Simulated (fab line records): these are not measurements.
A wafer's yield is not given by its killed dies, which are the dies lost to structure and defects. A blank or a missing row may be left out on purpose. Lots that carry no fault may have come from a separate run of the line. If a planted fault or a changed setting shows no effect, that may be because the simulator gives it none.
fab line records	flow sky130
record lots=6	wafers=18	lastDay=50
route steps=708 shown METAL3@561 VIA3@573 PAD_OPEN@708
lots with no fault: from the same line, run without faults
startH: hours from the record's first day to the start of the lot's first wafer shown	waitH: hours since the lot's step before	" same as the row above	L1.1+2: a single row standing in for several wafers	- no value present, or no start provided	* or withheld: withheld	< > ~ a bound
route shown NAME@n: names a module that has steps shown in the file, with the first one's number in the route	usual: the fault-free wafers' mean and standard deviation	same: alike in all rows	chamber/n: place in a boat	sites: per-site readings	_std_site: the standard deviation of these	_edge_site: mean of outer sites minus mean of inner sites	radiusMm: for every site, how far away it sits from the centre of the wafer	mask NAME#n: copy n	behind: the most recent tool/chamber to have shaped the wafer	hold: reason for holding the lot/hours on hold/outcome of the hold	device: the transistor (n, p or np) that didn't switch	end of line: the route-end tests of the same wafers	where a step has no rows: the recipe by itself	killed: count of dies lost to structure and defects at first sort (not the wafer's yield)	map: a wafer's dies, marking killed ones x, the rest . and places with no die _
set.NAME: the run value of the setting; set.NAME@STEP: its run value at that earlier step	model.NAME: the simulator's own value behind a step, which no gauge read
a table for each step, a row for each wafer; lots at some steps of the route
services: the hour from which a tool's chamber was out of use, counted from the record's first day as startH (under 0 if before that day), plus the number of hours and why
## steps
# step SKY_METAL3_PEB_11
# recipe pebTempC=withheld	pebTimeS=withheld	resist=KrF-thick
# step SKY_METAL3_DEVELOP_12
# recipe developTimeS=60	resist=KrF-thick	devTempC=21
# step SKY_METAL3_CD_MEAS_13
# recipe targetCdNm=300
# usual cdNm=300.4/1.5
lot.wafer	tool	chamber	startH	waitH	cdNm
L906.1	cdSem-02	-	944.52	-	299.6
L906.2	"	-	"	"	300.5
L906.6	"	-	"	"	300.4
L908.3	cdSem-01	-	959.52	-	300.6
L908.4	"	-	"	"	299.3
L908.5	"	-	"	"	299.9
L913.4	cdSem-01	-	991.31	-	303.4
L913.5	"	-	"	"	303.5
L913.6	"	-	"	"	303.8
L915.2	cdSem-02	-	1002.55	-	299.7
L915.4	"	-	"	"	299.6
L915.5	"	-	"	"	299.1
L922.3	cdSem-01	-	1052.46	-	301.7
L922.5	"	-	"	"	301.3
L922.6	"	-	"	"	301.5
L923.1	cdSem-01	-	1056.40	-	299.3
L923.2	"	-	"	"	299.1
L923.6	"	-	"	"	299.0
# step SKY_METAL3_OVL_MEAS_14
# usual METAL3_OVL=2/5.2
lot.wafer	tool	chamber	startH	waitH	METAL3_OVL[nm]
L906.1	overlay-02	-	944.64	0.1	4
L906.2	"	-	"	"	1
L906.6	"	-	"	"	3
L908.3	overlay-02	-	959.61	0.1	6
L908.4	"	-	"	"	7
L908.5	"	-	"	"	-7
L913.4	overlay-01	-	991.39	0.1	3
L913.5	"	-	"	"	-2
L913.6	"	-	"	"	-4
L915.2	overlay-02	-	1002.66	0.1	-5
L915.4	"	-	"	"	2
L915.5	"	-	"	"	5
L922.3	overlay-02	-	1052.56	0.1	9
L922.5	"	-	"	"	10
L922.6	"	-	"	"	-1
L923.1	overlay-02	-	1056.52	0.1	12
L923.2	"	-	"	"	-1
L923.6	"	-	"	"	1
# step SKY_METAL3_DESCUM_15
# recipe chemistry=O2	sourcePowerW=150	biasPowerW=0	pressureMtorr=10	tempC=40	timeS=8
# usual drypumpMotorCurrentA=5.3/0.31	oesProductAu=1.000/0.0069
lot.wafer	tool	chamber	startH	waitH	drypumpMotorCurrentA	oesProductAu	rfHoursCounterH
L906.1	rieMetal-02	0	944.68	0.0	5.1	1.002	14
L906.2	"	0	"	"	5.1	1.006	-
L906.6	"	0	"	"	5.1	0.999	-
L908.3	rieMetal-01	1	959.65	0.0	5.3	0.988	-
L908.4	"	0	"	"	5.8	0.992	-
L908.5	"	0	"	"	5.8	0.996	-
L913.4	rieMetal-02	1	991.41	0.0	5.4	1.005	-
L913.5	"	0	"	"	5.1	1.003	-
L913.6	"	1	"	"	5.4	1.007	-
L915.2	rieMetal-01	1	1002.69	0.0	5.3	1.001	15
L915.4	"	1	"	"	5.3	0.984	-
L915.5	"	1	"	"	5.3	0.996	-
L922.3	rieMetal-02	0	1052.59	0.0	5.1	0.998	-
L922.5	"	0	"	"	5.1	0.995	-
L922.6	"	1	"	"	5.4	1.010	-
L923.1	rieMetal-02	1	1056.55	0.0	5.4	1.000	6
L923.2	"	0	"	"	5.1	0.986	20
L923.6	"	0	"	"	5.1	0.996	-
# step SKY_METAL3_ETCH_16
# recipe chemistry=N2/H2	target=BARC	ionEnergyEv=200	biasW=100	pressureMtorr=30	n2FlowSccm=100	h2FlowSccm=200	icpW=500	stopOn=SiO2	timeS=88.2	targetDepthA=600
# usual drypumpMotorCurrentA=5.3/0.32	n2FlowSccm=100.01/0.27	oesProductAu=0.626/0.0043	throttleValvePct=13.206/0.0096
lot.wafer	tool	chamber	startH	waitH	drypumpMotorCurrentA	n2FlowSccm	oesProductAu	rfHoursCounterH	throttleValvePct
L906.1	rieMetal-02	0	944.74	0.1	5.1	100.52	0.632	14	13.206
L906.2	"	0	"	"	5.1	100.18	0.621	-	13.201
L906.6	"	0	"	"	5.1	99.62	0.631	-	13.194
L908.3	rieMetal-01	1	959.70	0.0	5.4	99.81	0.618	-	13.222
L908.4	"	0	"	"	5.8	100.44	0.630	-	13.186
L908.5	"	0	"	"	5.8	99.90	0.625	-	13.215
L913.4	rieMetal-02	1	991.47	0.0	5.4	100.23	0.622	-	13.197
L913.5	"	0	"	"	5.1	99.77	0.629	-	13.204
L913.6	"	1	"	"	5.5	100.38	0.626	-	13.213
L915.2	rieMetal-01	1	1002.72	0.0	5.3	100.11	0.627	15	13.218
L915.4	"	1	"	"	5.3	100.08	0.626	-	13.198
L915.5	"	1	"	"	5.3	99.94	0.627	-	13.196
L922.3	rieMetal-02	0	1052.64	0.0	5.1	99.77	0.631	-	13.211
L922.5	"	0	"	"	5.1	99.56	0.624	-	13.212
L922.6	"	1	"	"	5.5	100.17	0.625	-	13.213
L923.1	rieMetal-02	1	1056.59	0.0	5.4	99.59	0.629	6	13.205
L923.2	"	0	"	"	5.1	100.08	0.623	20	13.206
L923.6	"	0	"	"	5.1	100.32	0.627	-	13.215
# step SKY_METAL3_ETCH_17
# recipe target=SiO2	stopOn=TiN	chemistry=C4F8/O2/Ar	sourceW=1500	biasW=1200	pressureMtorr=40	c4f8FlowSccm=withheld	O2_flow_sccm=6	Ar_flow_sccm=300	timeS=3.9	targetDepthA=150
# usual oesProductAu=0.755/0.0087
lot.wafer	tool	chamber	startH	waitH	oesProductAu
L906.1	rieDiel-02	1	944.94	0.2	0.740
L906.2	"	2	"	"	0.749
L906.6	"	3	"	"	0.750
L908.3	rieDiel-01	2	959.77	0.0	0.769
L908.4	"	3	"	"	0.758
L908.5	"	1	"	"	0.769
L913.4	rieDiel-02	1	991.53	0.0	0.764
L913.5	"	2	"	"	0.758
L913.6	"	3	"	"	0.756
L915.2	rieDiel-01	3	1002.82	0.1	0.762
L915.4	"	1	"	"	0.766
L915.5	"	3	"	"	0.770
L922.3	rieDiel-03	1	1052.71	0.0	0.763
L922.5	"	2	"	"	0.751
L922.6	"	1	"	"	0.760
L923.1	rieDiel-01	2	1056.68	0.1	0.758
L923.2	"	0	"	"	0.758
L923.6	"	3	"	"	0.761
# step SKY_METAL3_METAL_ETCH_18
# recipe targetDepthA=8450	stopOn=SiO2	overEtchFrac=0.3	timeS=183.1	chemistry=Cl2/BCl3	resistSidewallDeg=88	pressureMtorr=10	icpW=900	biasW=48.5	Cl2_flow_sccm=60	bcl3FlowSccm=30
# usual drypumpMotorCurrentA=5.4/0.36	oesProductAu=0.866/0.0063	throttleValvePct=22.264/0.0091
lot.wafer	tool	chamber	startH	waitH	drypumpMotorCurrentA	oesProductAu	rfHoursCounterH	throttleValvePct
L906.1	rieMetal-01	1	944.96	0.0	5.3	0.861	12	22.262
L906.2	"	0	"	"	5.8	0.861	16	22.273
L906.6	"	0	"	"	5.8	0.856	-	22.270
L908.3	rieMetal-04	1	959.84	0.1	5.7	0.864	-	22.254
L908.4	"	0	"	"	4.8	0.861	-	22.249
L908.5	"	0	"	"	4.9	0.861	-	22.259
L913.4	rieMetal-04	1	991.61	0.1	5.7	0.864	-	22.260
L913.5	"	1	"	"	5.7	0.866	-	22.240
L913.6	"	0	"	"	4.9	0.862	-	22.251
L915.2	rieMetal-04	1	1002.83	0.0	5.7	0.861	4	22.259
L915.4	"	1	"	"	5.7	0.855	-	22.265
L915.5	"	1	"	"	5.7	0.874	-	22.267
L922.3	rieMetal-04	1	1052.79	0.1	5.7	0.863	-	22.249
L922.5	"	0	"	"	4.8	0.865	-	22.251
L922.6	"	1	"	"	5.7	0.865	-	22.270
L923.1	rieMetal-04	0	1056.70	0.0	4.8	0.866	9	22.262
L923.2	"	1	"	"	5.7	0.863	7	22.281
L923.6	"	0	"	"	4.9	0.883	-	22.268
# step SKY_METAL3_STRIP_19
# recipe chemistry=O2/N2	powerW=1400	pressureMtorr=1500	platenTempC=withheld	o2FlowSccm=3000	n2FlowSccm=300	overashFraction=0.5
# step SKY_METAL3_STRIP_20
# recipe chemistry=postEtchResidueRemover	timeS=1200	tempC=72.5
# step SKY_METAL3_CLEAN_21
# recipe chemistry=IPA	timeS=180	tempC=25
# step SKY_METAL3_CLEAN_22
# recipe chemistry=O3/DIW	dry=n2Spin
# step SKY_VIA3_HDPCVD_00
# recipe material=SiO2	targetThkNm=1635	sigmaOpenFrac=0.3	timeS=272.5	tempC=400	sih4FlowSccm=60	pressureMtorr=6
# usual runLengthS=300.6/0.64
lot.wafer	tool	chamber	startH	waitH	runLengthS	model.SiO2_of_VIA3_HDPCVD_00.thkNm
L906.1	hdpcvd-01	1	945.73	0.0	300.1	1610
L906.2	"	2	"	"	301.4	1636
L906.6	"	0	"	"	300.9	1627
L908.3	hdpcvd-02	0	960.55	0.0	299.5	1649
L908.4	"	1	"	"	301.0	1640
L908.5	"	0	"	"	300.2	1644
L913.4	hdpcvd-01	2	992.41	0.1	301.2	1668
L913.5	"	0	"	"	227.6	1216
L913.6	"	1	"	"	300.1	1665
L915.2	hdpcvd-01	1	1003.65	0.0	300.1	1610
L915.4	"	1	"	"	300.2	1605
L915.5	"	0	"	"	227.7	1180
L922.3	hdpcvd-02	2	1053.64	0.0	300.8	1652
L922.5	"	0	"	"	299.8	1640
L922.6	"	2	"	"	300.7	1658
L923.1	hdpcvd-02	2	1057.48	0.0	300.7	1623
L923.2	"	1	"	"	300.2	1607
L923.6	"	2	"	"	301.1	1625
# step SKY_VIA3_THK_MEAS_01
# recipe reads=SiO2_of_VIA3_HDPCVD_00
# usual VIA3_HDPCVD_THK=1628/17
lot.wafer	tool	chamber	startH	waitH	VIA3_HDPCVD_THK[nm]
L906.1	filmMetro-02	-	945.89	0.1	1609
L906.2	"	-	"	"	1636
L906.6	"	-	"	"	1627
L908.3	filmMetro-01	-	960.74	0.1	1649
L908.4	"	-	"	"	1640
L908.5	"	-	"	"	1645
L913.4	filmMetro-01	-	992.52	0.0	1668
L913.5	"	-	"	"	1216
L913.6	"	-	"	"	1666
L915.2	filmMetro-03	-	1003.83	0.1	1610
L915.4	"	-	"	"	1604
L915.5	"	-	"	"	1179
L922.3	filmMetro-03	-	1053.82	0.1	1652
L922.5	"	-	"	"	1640
L922.6	"	-	"	"	1657
L923.1	filmMetro-02	-	1057.65	0.1	1623
L923.2	"	-	"	"	1607
L923.6	"	-	"	"	1625
# step SKY_VIA3_CMP_02
# recipe material=SiO2	downForcePsi=4	platenRpm=60	padVelocityMS=0.94248
# usual motorCurrentA=12.0/1.3
lot.wafer	tool	chamber	startH	waitH	motorCurrentA
L906.1	cmp-01	1	945.95	0.1	9.5
L906.2	"	3	"	"	13.5
L906.6	"	1	"	"	9.6
L908.4	cmp-01	2	960.78	0.0	12.0
L908.3	"	0	"	"	11.6
L908.5	"	3	"	"	14.6
L913.4	cmp-01	1	992.55	0.0	10.4
L913.5	"	1	"	"	9.7
L913.6	"	2	"	"	12.0
L915.2	cmp-02	3	1003.93	0.1	11.6
L915.4	"	1	"	"	12.6
L915.5	"	3	"	"	11.2
L922.3	cmp-02	1	1054.01	0.2	11.7
L922.5	"	2	"	"	10.8
L922.6	"	3	"	"	11.4
L923.1	cmp-01	2	1057.71	0.1	12.0
L923.2	"	1	"	"	9.8
L923.6	"	2	"	"	12.1
# step SKY_PAD_OPEN_PROBE_99
# usual defectLimitedYield=82.0/2.1	killed_at_M0_to_M3=45/7	killed_at_M4_up=3.4/1.8	killedAtContacts=24/5.4	killedAtFrontEnd=16/4.8	killedAtOther=0.4/0.62	killedDies=89/10	killedOpen=48/7.2	killedShort=40/6.3
# same grossDies=492	killedAtBackSide=0
lot.wafer	tool	chamber	startH	waitH	defectLimitedYield[%]	killed_at_M0_to_M3	killed_at_M4_up	killedAtContacts	killedAtFrontEnd	killedAtOther	killedDies	killedOpen	killedShort	model.etest.tester.sort_bin_3_pct	model.etest.met4Comb.leakLog10AUm	model.etest.tester.sort_bin_8_pct	model.etest.tester.sort_bin_4_pct
L906.1	prober-02	-	1112.88	0.1	78.5	66	3	24	13	0	106	63	42	0.6098	-12.1	0	0
L906.2	prober-02	-	1112.93	0.1	82.1	45	4	18	20	1	88	57	31	0.6098	-11.98	0	0
L906.6	prober-02	-	1113.13	0.2	80.3	50	2	24	20	1	97	57	39	0.813	-12.13	0	0
L908.3	prober-02	-	1122.92	0.2	82.1	38	3	31	16	0	88	47	41	1.22	-12.11	0	0
L908.4	prober-02	-	1122.97	0.2	83.3	41	4	20	16	1	82	46	36	1.016	-11.96	0	0
L908.5	prober-02	-	1123.02	0.2	84.6	39	5	19	12	1	76	44	32	0.813	-11.99	0	0
L913.4	prober-01	-	1148.13	0.2	83.1	49	1	22	11	0	83	47	35	1.626	-12.03	0	0
L913.5	prober-01	-	1148.18	0.2	82.7	33	8	27	16	1	85	44	41	4.065	-10.5	7.786e-10	4.653e-13
L913.6	prober-01	-	1148.23	0.2	83.7	47	4	20	9	0	80	44	36	0.4065	-11.97	0	0
L915.2	prober-01	-	1155.97	0.1	78.7	48	3	26	27	1	105	55	49	1.016	-12.08	0	0
L915.4	prober-01	-	1156.07	0.2	80.7	46	3	31	15	0	95	56	39	1.016	-11.96	0	0
L915.5	prober-01	-	1156.12	0.2	80.5	48	6	30	12	0	96	60	35	10.98	-8.478	5.917e-06	0
L922.3	prober-02	-	1193.96	0.2	82.3	44	3	21	17	2	87	42	43	0	-12.27	0	0
L922.5	prober-02	-	1194.06	0.2	85.6	37	4	20	9	1	71	35	35	1.016	-11.93	0	0
L922.6	prober-02	-	1194.11	0.2	85.2	34	3	21	15	0	73	34	39	1.016	-11.87	0	0
L923.1	prober-01	-	1196.17	0.1	84.1	35	1	30	12	0	78	41	37	0.4065	-12.11	0	0
L923.2	prober-01	-	1196.22	0.1	82.7	41	3	27	14	0	85	48	37	0.813	-12.17	0	0
L923.6	prober-01	-	1196.42	0.2	79.5	45	7	29	20	0	101	55	46	0.4065	-11.96	0	0
# killed by level:class
L906.1 VIA3:geometricParticle:open=15 VIA1:geometricParticle:open=14 CONTACT:geometricParticle:open=12 METAL2:geometricParticle:short=12 VIA2:geometricParticle:open=7 CONTACT:geometricParticle:short=5 LI_CONTACT:geometricParticle:open=4 VIA1:geometricParticle:short=4
L906.2 VIA2:geometricParticle:open=13 VIA1:geometricParticle:open=9 CONTACT:geometricParticle:open=9 VIA3:geometricParticle:open=9 POLY_GATE:geometricParticle:open=6 FIELD_ISO:geometricParticle:open=5 CONTACT:geometricParticle:short=4 VIA2:geometricParticle:short=4
L906.6 VIA1:geometricParticle:open=13 CONTACT:geometricParticle:open=11 VIA2:geometricParticle:open=8 LI_CONTACT:geometricParticle:open=6 METAL1:geometricParticle:short=6 METAL2:geometricParticle:short=6 FIELD_ISO:geometricParticle:short=5 VIA3:geometricParticle:open=5
L908.3 CONTACT:geometricParticle:open=11 METAL1:geometricParticle:short=9 VIA1:geometricParticle:open=9 FIELD_ISO:geometricParticle:open=6 LI_CONTACT:geometricParticle:open=6 CONTACT:geometricParticle:short=6 LOCAL_INTERCONNECT:geometricParticle:short=5 VIA2:geometricParticle:open=4
L908.4 VIA1:geometricParticle:open=8 METAL1:geometricParticle:short=7 VIA2:geometricParticle:open=6 CONTACT:geometricParticle:open=6 VIA3:geometricParticle:open=6 POLY_GATE:geometricParticle:open=4 LI_CONTACT:geometricParticle:open=4 LOCAL_INTERCONNECT:geometricParticle:short=4
L908.5 CONTACT:geometricParticle:open=8 VIA1:geometricParticle:open=7 VIA3:geometricParticle:open=7 METAL2:geometricParticle:short=5 POLY_GATE:geometricParticle:short=4 VIA2:geometricParticle:open=4 VIA1:geometricParticle:short=4 FIELD_ISO:geometricParticle:open=3
L913.4 VIA1:geometricParticle:open=11 CONTACT:geometricParticle:open=9 VIA2:geometricParticle:open=9 LOCAL_INTERCONNECT:geometricParticle:short=6 METAL2:geometricParticle:short=6 VIA3:geometricParticle:open=6 METAL1:geometricParticle:short=5 FIELD_ISO:geometricParticle:short=4
L913.5 LI_CONTACT:geometricParticle:open=10 VIA1:geometricParticle:open=7 METAL4:geometricParticle:short=7 POLY_GATE:geometricParticle:open=6 VIA3:geometricParticle:open=6 VIA1:geometricParticle:short=6 LOCAL_INTERCONNECT:geometricParticle:short=5 CONTACT:geometricParticle:open=5
L913.6 METAL1:geometricParticle:short=12 VIA3:geometricParticle:open=8 VIA1:geometricParticle:open=7 CONTACT:geometricParticle:open=6 VIA1:geometricParticle:short=6 VIA2:geometricParticle:open=6 LI_CONTACT:geometricParticle:open=5 LOCAL_INTERCONNECT:geometricParticle:short=4
L915.2 LI_CONTACT:geometricParticle:open=10 VIA1:geometricParticle:open=10 VIA2:geometricParticle:open=9 FIELD_ISO:geometricParticle:open=8 FIELD_ISO:geometricParticle:short=8 METAL1:geometricParticle:short=8 CONTACT:geometricParticle:open=6 CONTACT:geometricParticle:short=5
L915.4 VIA1:geometricParticle:open=14 CONTACT:geometricParticle:open=12 VIA2:geometricParticle:open=9 LI_CONTACT:geometricParticle:open=8 POLY_GATE:geometricParticle:short=6 METAL1:geometricParticle:short=6 FIELD_ISO:geometricParticle:open=5 VIA3:geometricParticle:open=5
L915.5 VIA1:geometricParticle:open=15 CONTACT:geometricParticle:open=12 VIA3:geometricParticle:open=9 LI_CONTACT:geometricParticle:open=8 FIELD_ISO:geometricParticle:open=5 CONTACT:geometricParticle:short=5 VIA1:geometricParticle:short=4 METAL2:geometricParticle:short=4
L922.3 CONTACT:geometricParticle:open=10 METAL1:geometricParticle:short=7 VIA2:geometricParticle:open=7 METAL2:geometricParticle:short=6 METAL1:geometricParticle:open=5 VIA3:geometricParticle:open=5 POLY_GATE:geometricParticle:open=4 POLY_GATE:geometricParticle:short=4
L922.5 VIA1:geometricParticle:open=9 METAL1:geometricParticle:short=7 LI_CONTACT:geometricParticle:open=6 CONTACT:geometricParticle:open=6 VIA1:geometricParticle:short=6 POLY_GATE:geometricParticle:short=4 CONTACT:geometricParticle:short=4 METAL2:geometricParticle:short=4
L922.6 METAL2:geometricParticle:short=8 LI_CONTACT:geometricParticle:open=6 CONTACT:geometricParticle:open=6 METAL1:geometricParticle:short=6 VIA1:geometricParticle:open=5 LOCAL_INTERCONNECT:geometricParticle:short=4 SPACER:geometricParticle:short=3 FIELD_ISO:geometricParticle:open=3
L923.1 CONTACT:geometricParticle:open=9 VIA1:geometricParticle:open=7 CONTACT:geometricParticle:short=6 LI_CONTACT:geometricParticle:open=6 LOCAL_INTERCONNECT:geometricParticle:short=6 METAL1:geometricParticle:short=5 VIA1:geometricParticle:short=5 VIA2:geometricParticle:open=5
L923.2 VIA1:geometricParticle:open=12 VIA2:geometricParticle:open=9 CONTACT:geometricParticle:short=8 CONTACT:geometricParticle:open=8 POLY_GATE:geometricParticle:short=6 VIA3:geometricParticle:open=6 LI_CONTACT:geometricParticle:open=5 LOCAL_INTERCONNECT:geometricParticle:short=3
L923.6 VIA1:geometricParticle:open=15 LI_CONTACT:geometricParticle:open=10 LOCAL_INTERCONNECT:geometricParticle:short=8 VIA1:geometricParticle:short=7 VIA3:geometricParticle:open=6 VIA2:geometricParticle:open=6 FIELD_ISO:geometricParticle:open=5 CONTACT:geometricParticle:open=5
## services
tool	chamber	startH	hours	kind
rieMetal-02	1	931.78	-	clean
rieMetal-02	1	931.78	15.4	scheduledDown
rieMetal-02	1	931.78	15.4	ventCycle
rieDiel-02	2	946.60	6.6	repair
hdpcvd-01	-	950.25	15.0	pm
hdpcvd-01	0	950.25	15.0	ventCycle
hdpcvd-01	1	950.25	15.0	ventCycle
hdpcvd-01	2	950.25	15.0	ventCycle
rieDiel-02	0	958.09	14.7	repair
hdpcvd-01	2	958.60	2.0	repair
hdpcvd-02	-	965.25	14.6	pm
cmp-01	-	974.77	0.5	repair
rieDiel-03	2	983.95	9.4	repair
cmp-01	-	988.25	3.8	pm
cmp-01	-	995.50	2.0	repair
rieDiel-01	0	995.68	5.8	repair
cmp-02	-	1005.06	2.9	pm
rieMetal-01	0	1005.64	-	clean
rieMetal-01	0	1005.64	21.3	scheduledDown
rieMetal-01	0	1005.64	21.3	ventCycle
rieDiel-02	1	1006.70	3.1	repair
rieMetal-01	1	1027.66	45.5	repair
rieDiel-01	-	1042.34	0.3	repair
rieDiel-02	-	1051.06	25.8	repair
## key
firstSign step=SKY_VIA3_HDPCVD_00	reading=runLengthS	direction=down	sigmas=99+	usual=*	struck=*
effect step=SKY_VIA3_THK_MEAS_01	reading=VIA3_HDPCVD_THK	direction=down	sigmas=25	usual=1628	struck=1198
modelEffect step=SKY_VIA3_HDPCVD_00	value=SiO2_of_VIA3_HDPCVD_00.thkNm	without=1636	struck=1198
modelEffect step=SKY_PAD_OPEN_PROBE_99	value=etest.tester.sort_bin_3_pct	without=0.9146	struck=7.52
metAt SKY_VIA3_HDPCVD_00
struckWafers L913.5,L915.5
onsetBetween 945.73 992.41
fault kind=processParameterDrift	tool=hdpcvd-01	chamber=0	onsetH=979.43	steps=SKY_VIA3_HDPCVD_00	channel=timeS	offset=*	shape=step	endH=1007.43	actsIn=*	stated=*
